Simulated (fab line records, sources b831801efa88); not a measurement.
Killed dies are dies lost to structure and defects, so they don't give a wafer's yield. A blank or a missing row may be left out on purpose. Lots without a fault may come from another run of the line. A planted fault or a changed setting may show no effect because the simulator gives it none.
A struck lot beside a sound one | flow gf180mcu | 15 steps out of a route of 602
Sound: wafers L874.2, L874.3, L874.5. Struck: wafers L891.1, L891.3, L891.5. The cause comes at the end.
At each step with rows: each side's tool, then ch and its chambers, then its first start. Under that, the readings that differ: sound wafers | struck wafers | difference of the means | sigmas: that difference in standard deviations of wafers without a fault.
alike: readings whose means differ by less than 2 such deviations, and words and numbers that are the same on both sides. not compared: withheld readings, readings that some wafer has no value for, bounds like >300 that may hide the same value, and numbers for which the record gives no deviation and whose values overlap.
The two part at a step that has a row with sigmas, a row that says differs or no value, or rows on one side only. Numbers that don't overlap but have no deviation are shown without sigmas and don't part them. A reading that every wafer of one side lacks parts them only if that side has two wafers or more.

first, 2 steps without rows for these wafers: GF_DUAL_GATE_CLEAN_01 (cleans in dHF, time 20 s); GF_DUAL_GATE_OXIDATION_02 (stabilise 600 s, purge 300 s, target thk 10.887 nm).
GF_DUAL_GATE_THK_MEAS_03:
  sound on film_metro-04, day 9 00:03; struck on film_metro-04, day 13 07:29
  alike: DUAL_GATE_OXIDATION_00_THK
then, 7 steps without rows for these wafers: GF_DUAL_GATE_DEHYDRATE_04 (time 60 s); GF_DUAL_GATE_HMDS_05 (prime time 60 s); GF_DUAL_GATE_COAT_06 (resist thk 1000 nm); GF_DUAL_GATE_SOFTBAKE_07 (time 60 s); GF_DUAL_GATE_EXPOSE_08 (exposes mask Dualgate, target cd 700 nm); GF_DUAL_GATE_PEB_09; GF_DUAL_GATE_DEVELOP_10 (develop time 60 s).
GF_DUAL_GATE_OVL_MEAS_11:
  sound on overlay-01, day 9 17:00; struck on overlay-02, day 14 02:35
  alike: DUAL_GATE_OVL
then, 1 step without rows for these wafers: GF_DUAL_GATE_WET_ETCH_12 (etches SiO2 in dHF, target depth 13 nm, time 260 s).
GF_DUAL_GATE_STRIP_13: strips in O2/N2.
  sound on plasma_asher-02 ch 0,1, day 9 17:07; struck on plasma_asher-03 ch 0,1, day 14 02:43
  no value came back on the struck wafers for any of 5 readings (chamber_pressure_mTorr (mTorr), drypump_motor_current_A (A) and others); on the sound wafers chamber_pressure_mTorr (mTorr) reads 1500.7 1500.6 1500.3
  reading                                        | sound | struck         | difference | sigmas
  model.NOVOLAK_of_DUAL_GATE_COAT_06.thk_nm (nm) | 0 0 0 | 1002 1001 1006 | +1003      |
  not compared: rf_hours_counter_h
then, 1 step without rows for these wafers: GF_DUAL_GATE_CLEAN_14 (cleans in SC1/SC2, time 150 s).
-- the record jumps here: 20 days lie between the struck wafers' starts before and after (it left off in module DUAL_GATE and takes up again in module PASSIVATION, whose first step shown is number 602 of the route) --
GF_PASSIVATION_PROBE_99:
  the record has rows for the struck wafers here (prober-02, day 34 07:38) and none for the sound ones

WHERE THEY PART
First at GF_DUAL_GATE_STRIP_13; last, within this record, at GF_PASSIVATION_PROBE_99.

WHY: what the simulator had put in
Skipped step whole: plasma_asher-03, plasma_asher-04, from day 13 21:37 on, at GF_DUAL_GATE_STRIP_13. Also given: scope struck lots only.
